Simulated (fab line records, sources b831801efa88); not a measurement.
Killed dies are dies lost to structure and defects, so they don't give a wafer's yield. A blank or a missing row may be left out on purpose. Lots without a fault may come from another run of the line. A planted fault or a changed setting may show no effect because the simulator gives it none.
fab line records | flow sky130
record lots=13 wafers=39 last_day=50
route steps=708 shown VIA1@471 METAL2@498 VIA2@531 METAL3@533 PAD_OPEN@708
lots that met no fault: from a run of the same line without faults
start_h: hours from the record's first day to the start of the lot's first wafer shown | wait_h: hours since the lot's step before | " the same as in the row above | L1.1+2: a row that stands for several wafers | - no value, or no start given | * or withheld: withheld | < > ~ a bound
route shown NAME@n: a module of which the file shows steps, and the number in the route of the first | usual: mean/standard deviation of fault-free wafers | same: alike in all rows | chamber/n: place in a boat | sites: the reading at each site | _std_site: their standard deviation | _edge_site: outer sites' mean less inner sites' | radius_mm: how far each site lies from the wafer's centre | mask NAME#n: copy n | behind: the tool/chamber that last shaped the wafer | hold: why the lot was held/for how many hours/how that ended | device: the transistor (n, p or np) that didn't switch | end of line: the same wafers' tests at the end of the route | a step without rows: its recipe alone | killed: dies lost to structure and defects at the first sort, not the wafer's yield | map: a wafer's dies, x killed, . not, _ none there
set.NAME: the setting as run; set.NAME@STEP: as run at that earlier step | model.NAME: the simulator's own value behind a step, which no gauge read
steps of the route over a sample of lots; a table a step, a row a wafer
services: from which hour (start_h, from the record's first day; less than 0 if before it) a tool's chamber was out of use, for how many hours, and why
## steps
# step SKY_VIA1_OVL_MEAS_13
# usual VIA1_OVL=1/6.2
# columns lot.wafer tool chamber start_h wait_h VIA1_OVL[nm]
L588.1 overlay-02 - 795.55 0.1 -2
L588.3 " - " " 9
L588.6 " - " " 2
L589.3 overlay-01 - 804.41 0.1 0
L589.4 " - " " -3
L589.5 " - " " 2
L590.1 overlay-01 - 813.62 0.1 11
L590.2 " - " " 13
L590.5 " - " " 8
L592.3 overlay-02 - 828.73 0.1 -3
L592.5 " - " " 0
L592.6 " - " " 13
L593.2 overlay-01 - 839.38 0.1 -12
L593.3 " - " " -2
L593.5 " - " " 2
L595.2 overlay-02 - 846.73 0.1 -2
L595.3 " - " " -3
L595.5 " - " " 3
L594.1 overlay-02 - 849.87 0.1 -5
L594.4 " - " " -6
L594.6 " - " " -10
L597.2 overlay-01 - 868.56 0.1 3
L597.3 " - " " 10
L597.5 " - " " 4
L599.2 overlay-01 - 896.63 0.1 5
L599.3 " - " " -4
L599.4 " - " " -2
L601.3 overlay-02 - 899.89 0.1 -5
L601.4 " - " " -9
L601.5 " - " " -2
L602.1 overlay-02 - 906.40 0.1 -10
L602.2 " - " " -1
L602.3 " - " " -7
L603.4 overlay-02 - 935.41 0.1 18
L603.5 " - " " 10
L603.6 " - " " 16
L608.1 overlay-01 - 950.37 0.1 15
L608.4 " - " " 14
L608.5 " - " " 7
# step SKY_METAL2_CD_MEAS_15
# recipe target_cd_nm=140
# usual cd_nm=139.6/1.7
# columns lot.wafer tool chamber start_h wait_h cd_nm
L588.1 cd_sem-01 - 823.99 - 140.3
L588.3 " - " " 138.0
L588.6 " - " " 140.2
L589.3 cd_sem-01 - 832.67 - 140.4
L589.4 " - " " 140.1
L589.5 " - " " 139.0
L590.1 cd_sem-01 - 841.88 - 142.5
L590.2 " - " " 141.1
L590.5 " - " " 141.6
L592.3 cd_sem-02 - 854.94 - 140.3
L592.5 " - " " 139.6
L592.6 " - " " 141.2
L593.2 cd_sem-02 - 865.90 - 137.4
L593.3 " - " " 138.1
L593.5 " - " " 139.0
L595.2 cd_sem-02 - 873.62 - 140.6
L595.3 " - " " 140.4
L595.5 " - " " 141.7
L594.1 cd_sem-02 - 876.73 - 141.7
L594.4 " - " " 141.3
L594.6 " - " " 142.4
L597.2 cd_sem-02 - 895.97 - 137.6
L597.3 " - " " 139.2
L597.5 " - " " 136.8
L599.2 cd_sem-01 - 923.36 - 140.4
L599.3 " - " " 140.9
L599.4 " - " " 140.5
L601.3 cd_sem-02 - 926.34 - 141.6
L601.4 " - " " 139.1
L601.5 " - " " 142.2
L602.1 cd_sem-01 - 933.38 - 136.0
L602.2 " - " " 136.6
L602.3 " - " " 136.0
L603.4 cd_sem-02 - 961.59 - 140.2
L603.5 " - " " 141.4
L603.6 " - " " 141.3
L608.1 cd_sem-02 - 975.45 - 141.5
L608.4 " - " " 139.2
L608.5 " - " " 139.9
# step SKY_VIA2_CMP_24
# recipe stop_on=SiO2 t_overpolish_s=20 down_force_psi=3.5 platen_rpm=60 target_thk_nm=0 pad_velocity_m_s=0.94248
# usual edge_zone_pressure_frac=1.001/0.0052 motor_current_A=11.0/1.3 overpolish_run_s=20.001/0.0092 time_to_endpoint_s=100/7.2
# columns lot.wafer tool chamber start_h wait_h edge_zone_pressure_frac motor_current_A overpolish_run_s time_to_endpoint_s
L588.1 cmp-01 0 851.78 0.1 0.988 10.9 20.014 99
L588.3 " 1 " " 1.000 11.2 19.999 99
L588.6 " 0 " " 0.998 11.3 20.004 100
L589.3 cmp-01 3 860.41 0.0 1.000 13.5 19.993 115
L589.4 " 1 " " 0.997 11.2 20.007 101
L589.5 " 0 " " 0.999 11.0 19.988 104
L590.2 cmp-01 0 869.34 0.1 0.997 10.9 19.995 98
L590.1 " 2 " " 0.994 9.9 19.982 108
L590.5 " 0 " " 1.000 11.5 19.999 101
L592.3 cmp-02 0 883.43 0.2 0.998 9.7 19.980 104
L592.6 " 1 " " 1.001 9.9 19.988 89
L592.5 " 2 " " 0.999 11.0 20.004 94
L593.2 cmp-01 3 894.06 0.0 0.994 13.9 19.994 106
L593.3 " 0 " " 1.003 11.3 20.001 100
L593.5 " 3 " " 1.001 14.3 19.990 110
L595.2 cmp-02 0 902.29 0.1 1.001 10.2 20.004 101
L595.3 " 1 " " 1.004 9.4 20.004 87
L595.5 " 0 " " 0.996 10.3 19.999 102
L594.4 cmp-02 3 905.33 0.1 0.989 10.7 20.006 104
L594.1 " 0 " " 0.996 10.3 20.002 103
L594.6 " 1 " " 1.006 9.6 19.999 89
L597.2 cmp-02 2 923.78 0.1 0.998 12.1 20.010 99
L597.3 " 3 " " 0.990 10.2 20.002 106
L597.5 " 1 " " 0.995 9.6 20.006 90
L599.4 cmp-01 1 950.90 0.0 1.001 10.9 19.984 99
L599.2 " 2 " " 0.999 9.8 19.995 106
L599.3 " 0 " " 1.004 10.7 20.013 105
L601.4 cmp-02 1 954.51 0.1 1.002 9.4 0.045 158
L601.3 " 2 " " 1.003 11.1 0.042 157
L601.5 " 3 " " 1.006 11.6 0.042 157
L602.3 cmp-02 1 959.83 0.0 1.002 9.4 0.042 159
L602.1 " 3 " " 0.996 11.2 0.041 159
L602.2 " 0 " " 0.993 10.2 0.052 158
L603.4 cmp-01 0 987.96 0.1 0.998 11.0 19.989 99
L603.5 " 2 " " 0.999 9.6 20.020 111
L603.6 " 3 " " 1.007 14.2 19.994 106
L608.1 cmp-01 0 1001.57 0.1 1.006 11.2 19.992 96
L608.4 " 2 " " 1.002 9.5 19.992 102
L608.5 " 3 " " 1.010 13.9 20.003 105
# step SKY_METAL3_SPUTTER_01
# recipe material=TiN target_thk_nm=20 power_w=6500 time_s=16.7 chamber_pressure_pa=0.4
# usual throttle_valve_pct=30.1/0.66
# columns lot.wafer tool chamber start_h wait_h throttle_valve_pct
L588.1 pvd_sputter-04 - 852.05 0.0 29.6
L588.3 " - " " 29.8
L588.6 " - " " 31.3
L589.3 pvd_sputter-04 - 860.73 0.0 30.9
L589.4 " - " " 29.4
L589.5 " - " " 29.7
L590.1 pvd_sputter-04 - 869.62 0.0 30.9
L590.2 " - " " 29.9
L590.5 " - " " 29.9
L592.3 pvd_sputter-04 - 883.61 0.0 29.9
L592.5 " - " " 29.4
L592.6 " - " " 28.8
L593.2 pvd_sputter-04 - 894.38 0.0 31.2
L593.3 " - " " 29.5
L593.5 " - " " 31.3
L595.2 pvd_sputter-01 - 902.56 0.0 30.0
L595.3 " - " " 30.2
L595.5 " - " " 30.2
L594.1 pvd_sputter-02 - 905.55 0.0 30.3
L594.4 " - " " 30.4
L594.6 " - " " 30.3
L597.2 pvd_sputter-04 - 924.00 0.0 31.2
L597.3 " - " " 30.2
L597.5 " - " " 29.4
L599.2 pvd_sputter-04 - 951.22 0.0 29.8
L599.3 " - " " 31.3
L599.4 " - " " 29.1
L603.4 pvd_sputter-02 - 988.18 0.0 29.2
L603.5 " - " " 30.3
L603.6 " - " " 30.6
L608.1 pvd_sputter-01 - 1001.84 0.0 30.0
L608.4 " - " " 31.1
L608.5 " - " " 29.6
# step SKY_PAD_OPEN_PROBE_99
# usual defect_limited_yield=82.6/1.8 killed_at_M0_to_M3=44/6.9 killed_at_M4_up=3.2/1.8 killed_at_contacts=23/5.2 killed_at_front_end=15/4.5 killed_at_other=0.3/0.56 killed_dies=85/8.8 killed_on_rim=17/3.5 killed_open=47/6.7 killed_short=39/6.4 sort_bin_3_pad_short=0.8/0.4 sort_bin_5_function=10.2/1.3 sort_bin_6_memory=6.4/1.1 sort_n_pass=407/8.8 sort_yield_pct=82.6/1.8
# same gross_dies=492 killed_at_back_side=0 sort_bin_4_leakage[%]=0 sort_bin_8_speed[%]=0
# columns lot.wafer tool chamber start_h wait_h defect_limited_yield[%] killed_at_M0_to_M3 killed_at_M4_up killed_at_contacts killed_at_front_end killed_at_other killed_dies killed_on_rim killed_open killed_short sort_bin_3_pad_short[%] sort_bin_5_function[%] sort_bin_6_memory[%] sort_n_pass sort_yield_pct[%]
L588.1 prober-01 - 1079.11 0.1 83.1 47 3 16 17 0 83 18 47 36 1.4 10.0 5.5 409 83.1
L588.3 prober-01 - 1079.21 0.2 84.6 40 2 25 9 0 76 15 40 36 0.4 9.3 5.7 416 84.6
L588.6 prober-01 - 1079.36 0.2 80.9 52 2 22 18 0 94 18 52 40 0.2 12.2 6.7 398 80.9
L593.2 prober-02 - 1109.85 0.1 80.1 57 5 23 10 3 98 24 54 44 0.6 10.4 8.9 394 80.1
L593.3 prober-02 - 1109.90 0.2 82.7 49 0 23 13 0 85 19 42 43 1.4 8.1 7.7 407 82.7
L593.5 prober-02 - 1110.00 0.2 80.9 47 3 32 12 0 94 17 48 46 1.4 11.0 6.7 398 80.9
L594.1 prober-02 - 1119.52 0.1 82.5 42 4 21 19 0 86 17 51 35 0.6 11.4 5.5 406 82.5
L594.4 prober-02 - 1119.67 0.2 83.7 49 2 20 9 0 80 20 44 36 1.0 7.9 7.3 412 83.7
L594.6 prober-02 - 1119.77 0.2 80.9 47 2 28 16 1 94 19 55 39 1.4 11.0 6.7 398 80.9
L597.2 prober-02 - 1133.80 0.1 83.7 38 2 20 20 0 80 16 44 36 0.8 10.0 5.5 412 83.7
L597.3 prober-02 - 1133.85 0.2 84.6 39 2 20 15 0 76 13 48 28 0.4 8.7 6.3 416 84.6
L597.5 prober-02 - 1133.95 0.2 80.5 55 1 18 22 0 96 21 48 48 1.6 12.0 5.9 396 80.5
L599.2 prober-01 - 1154.62 0.1 81.9 45 5 21 17 1 89 16 53 36 0.8 11.6 5.7 403 81.9
L599.3 prober-01 - 1154.67 0.2 85.0 40 2 17 15 0 74 11 45 29 0.4 8.5 6.1 418 85.0
L599.4 prober-01 - 1154.72 0.2 81.5 44 8 21 18 0 91 19 45 46 0.6 10.2 7.7 401 81.5
L601.3 prober-02 - 1157.14 0.2 0 451 4 30 6 1 492 96 51 29 84.6 8.3 7.1 0 0
L601.4 prober-02 - 1157.19 0.2 0 452 3 23 14 0 492 96 47 38 83.9 9.6 6.5 0 0
L601.5 prober-02 - 1157.24 0.2 0 444 4 27 17 0 492 96 40 37 85.2 8.1 6.7 0 0
L602.1 prober-01 - 1162.12 0.1 0 447 4 30 11 0 492 96 44 40 83.5 11.4 5.1 0 0
L602.2 prober-01 - 1162.17 0.1 0 449 6 25 12 0 492 96 50 40 83.5 11.2 5.3 0 0
L602.3 prober-01 - 1162.22 0.2 0 449 5 28 10 0 492 96 45 28 85.4 10.2 4.5 0 0
L603.4 prober-01 - 1181.41 0.2 83.5 44 1 20 15 1 81 17 42 39 0.8 8.3 7.3 411 83.5
L603.5 prober-01 - 1181.46 0.2 78.7 55 2 33 14 1 105 22 62 43 1.0 11.8 8.5 387 78.7
L603.6 prober-01 - 1181.51 0.2 84.3 32 1 18 25 1 77 16 37 40 0.8 8.7 6.1 415 84.3
# killed by level:class
L588.1 VIA1:geometric_particle:open=16 FIELD_ISO:geometric_particle:short=7 CONTACT:geometric_particle:open=7 VIA1:geometric_particle:short=6 LI_CONTACT:geometric_particle:open=5 VIA3:geometric_particle:open=5 VIA2:geometric_particle:open=5 METAL1:geometric_particle:short=4
L588.3 VIA1:geometric_particle:open=9 LI_CONTACT:geometric_particle:open=8 VIA3:geometric_particle:open=8 METAL2:geometric_particle:short=8 CONTACT:geometric_particle:short=7 VIA1:geometric_particle:short=4 VIA3:geometric_particle:short=4 FIELD_ISO:geometric_particle:open=3
L588.6 VIA1:geometric_particle:open=11 VIA1:geometric_particle:short=8 VIA3:geometric_particle:open=8 LI_CONTACT:geometric_particle:open=7 METAL2:geometric_particle:short=6 METAL1:geometric_particle:short=5 LOCAL_INTERCONNECT:geometric_particle:short=5 CONTACT:geometric_particle:open=5
L593.2 CONTACT:geometric_particle:open=12 VIA1:geometric_particle:open=10 VIA3:geometric_particle:open=10 VIA1:geometric_particle:short=7 METAL1:geometric_particle:short=7 METAL2:geometric_particle:short=7 CONTACT:geometric_particle:short=6 VIA2:geometric_particle:open=5
L593.3 VIA1:geometric_particle:short=10 CONTACT:geometric_particle:open=9 METAL1:geometric_particle:short=9 VIA3:geometric_particle:open=8 VIA1:geometric_particle:open=7 VIA2:geometric_particle:open=6 CONTACT:geometric_particle:short=5 FIELD_ISO:geometric_particle:open=4
L593.5 CONTACT:geometric_particle:open=13 METAL1:geometric_particle:short=9 VIA2:geometric_particle:open=9 LI_CONTACT:geometric_particle:open=8 VIA1:geometric_particle:open=7 FIELD_ISO:geometric_particle:short=6 METAL2:geometric_particle:short=6 LI_CONTACT:geometric_particle:short=5
L594.1 VIA1:geometric_particle:open=11 CONTACT:geometric_particle:open=11 VIA3:geometric_particle:open=7 VIA1:geometric_particle:short=7 POLY_GATE:geometric_particle:short=5 VIA2:geometric_particle:open=5 FIELD_ISO:geometric_particle:open=4 POLY_GATE:geometric_particle:open=4
L594.4 CONTACT:geometric_particle:open=12 VIA2:geometric_particle:open=9 METAL2:geometric_particle:short=8 METAL3:geometric_particle:short=6 VIA3:geometric_particle:open=6 VIA1:geometric_particle:open=5 VIA1:geometric_particle:short=4 FIELD_ISO:geometric_particle:open=3
L594.6 CONTACT:geometric_particle:open=11 VIA1:geometric_particle:open=9 VIA2:geometric_particle:open=9 VIA1:geometric_particle:short=8 CONTACT:geometric_particle:short=7 FIELD_ISO:geometric_particle:short=6 VIA3:geometric_particle:open=6 POLY_GATE:geometric_particle:open=5
L597.2 CONTACT:geometric_particle:open=8 VIA3:geometric_particle:open=8 FIELD_ISO:geometric_particle:short=7 VIA1:geometric_particle:open=6 FIELD_ISO:geometric_particle:open=5 POLY_GATE:geometric_particle:open=5 CONTACT:geometric_particle:short=4 METAL1:geometric_particle:short=4
L597.3 VIA1:geometric_particle:open=17 CONTACT:geometric_particle:open=11 VIA3:geometric_particle:short=5 VIA1:geometric_particle:short=5 FIELD_ISO:geometric_particle:short=4 VIA2:geometric_particle:open=4 FIELD_ISO:geometric_particle:open=3 LI_CONTACT:geometric_particle:open=3
L597.5 METAL2:geometric_particle:short=10 CONTACT:geometric_particle:open=8 VIA3:geometric_particle:open=8 VIA1:geometric_particle:open=7 FIELD_ISO:geometric_particle:open=6 VIA2:geometric_particle:short=6 VIA2:geometric_particle:open=6 FIELD_ISO:geometric_particle:short=5
L599.2 VIA1:geometric_particle:open=16 CONTACT:geometric_particle:open=9 VIA3:geometric_particle:open=7 VIA1:geometric_particle:short=6 LI_CONTACT:geometric_particle:open=5 METAL4:geometric_particle:short=5 FIELD_ISO:geometric_particle:short=4 FIELD_ISO:geometric_particle:open=4
L599.3 LI_CONTACT:geometric_particle:open=9 VIA1:geometric_particle:open=9 VIA3:geometric_particle:open=8 VIA2:geometric_particle:open=6 POLY_GATE:geometric_particle:short=4 CONTACT:geometric_particle:open=4 VIA3:geometric_particle:short=4 FIELD_ISO:geometric_particle:open=3
L599.4 VIA1:geometric_particle:open=11 CONTACT:geometric_particle:open=11 FIELD_ISO:geometric_particle:short=6 METAL4:geometric_particle:short=6 VIA2:geometric_particle:short=5 METAL2:geometric_particle:short=5 METAL3:geometric_particle:short=5 POLY_GATE:geometric_particle:open=4
L601.3 VIA2:area_cmp=412 CONTACT:geometric_particle:open=14 VIA1:geometric_particle:open=9 VIA2:geometric_particle:open=9 LI_CONTACT:geometric_particle:open=8 VIA3:geometric_particle:open=6 CONTACT:geometric_particle:short=5 VIA1:geometric_particle:short=3
L601.4 VIA2:area_cmp=407 LI_CONTACT:geometric_particle:open=10 METAL1:geometric_particle:short=9 VIA1:geometric_particle:open=9 VIA2:geometric_particle:open=8 CONTACT:geometric_particle:open=7 VIA3:geometric_particle:open=6 FIELD_ISO:geometric_particle:short=5
L601.5 VIA2:area_cmp=415 CONTACT:geometric_particle:open=9 LI_CONTACT:geometric_particle:open=6 VIA1:geometric_particle:open=6 VIA2:geometric_particle:open=6 POLY_GATE:geometric_particle:short=5 CONTACT:geometric_particle:short=5 METAL1:geometric_particle:short=5
L602.1 VIA2:area_cmp=408 CONTACT:geometric_particle:open=11 VIA1:geometric_particle:open=10 METAL2:geometric_particle:short=6 VIA3:geometric_particle:open=6 LI_CONTACT:geometric_particle:open=5 LOCAL_INTERCONNECT:geometric_particle:short=5 METAL1:geometric_particle:short=5
L602.2 VIA2:area_cmp=402 VIA1:geometric_particle:open=14 CONTACT:geometric_particle:open=11 VIA3:geometric_particle:open=8 CONTACT:geometric_particle:short=7 VIA2:geometric_particle:open=7 FIELD_ISO:geometric_particle:short=6 VIA1:geometric_particle:short=4
L602.3 VIA2:area_cmp=419 CONTACT:geometric_particle:open=12 VIA1:geometric_particle:open=9 LI_CONTACT:geometric_particle:open=6 VIA3:geometric_particle:open=5 LOCAL_INTERCONNECT:geometric_particle:short=4 CONTACT:geometric_particle:short=4 VIA2:geometric_particle:open=4
L603.4 VIA3:geometric_particle:open=9 VIA1:geometric_particle:open=8 LI_CONTACT:geometric_particle:open=7 VIA2:geometric_particle:open=6 VIA2:geometric_particle:short=5 METAL2:geometric_particle:short=5 FIELD_ISO:geometric_particle:short=4 POLY_GATE:geometric_particle:short=4
L603.5 CONTACT:geometric_particle:open=13 VIA1:geometric_particle:open=12 VIA3:geometric_particle:open=10 METAL2:geometric_particle:short=9 VIA2:geometric_particle:open=7 LI_CONTACT:geometric_particle:short=6 LI_CONTACT:geometric_particle:open=5 POLY_GATE:geometric_particle:short=4
L603.6 FIELD_ISO:geometric_particle:short=7 LI_CONTACT:geometric_particle:open=6 FIELD_ISO:geometric_particle:open=5 CONTACT:geometric_particle:open=5 METAL2:geometric_particle:short=5 VIA2:geometric_particle:short=5 VIA2:geometric_particle:open=4 METAL3:geometric_particle:short=4
## services
# columns tool chamber start_h hours kind
pvd_sputter-02 - 842.70 1.3 repair
pvd_sputter-01 - 887.25 4.3 repair
cmp-02 - 911.44 1.6 repair
cmp-02 - 913.07 4.0 pm
cmp-02 - 917.07 - consumable_replace:conditioner
cmp-02 - 917.07 - consumable_replace:pad
pvd_sputter-04 - 980.05 17.3 repair
## key
first_sign step=SKY_VIA2_CMP_24 reading=overpolish_run_s direction=down sigmas=99+ usual=20.001 struck=0.044
effect step=SKY_VIA2_CMP_24 reading=time_to_endpoint_s direction=up sigmas=7.9 usual=* struck=*
effect step=SKY_PAD_OPEN_PROBE_99 reading=sort_bin_3_pad_short direction=up sigmas=99+ usual=0.8 struck=84.3
more_kills_born_at SKY_VIA2_CMP_24@cmp-02=2463
met_at SKY_VIA2_CMP_24
struck_lots L601,L602
later_rows_left_out L601.3,L601.4,L601.5,L602.1,L602.2,L602.3
not_acting_at SKY_VIA1_OVL_MEAS_13,SKY_METAL2_CD_MEAS_15,SKY_METAL3_SPUTTER_01
onset_between 923.78 954.51
fault kind=process_parameter_drift tool=cmp-02 chamber=- onset_h=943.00 steps=SKY_VIA2_CMP_24 channel=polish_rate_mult offset=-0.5 shape=step end_h=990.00
# later_rows_left_out: the simulator's readings of these wafers behind a module that went badly wrong aren't trusted and aren't shown, but for the sort
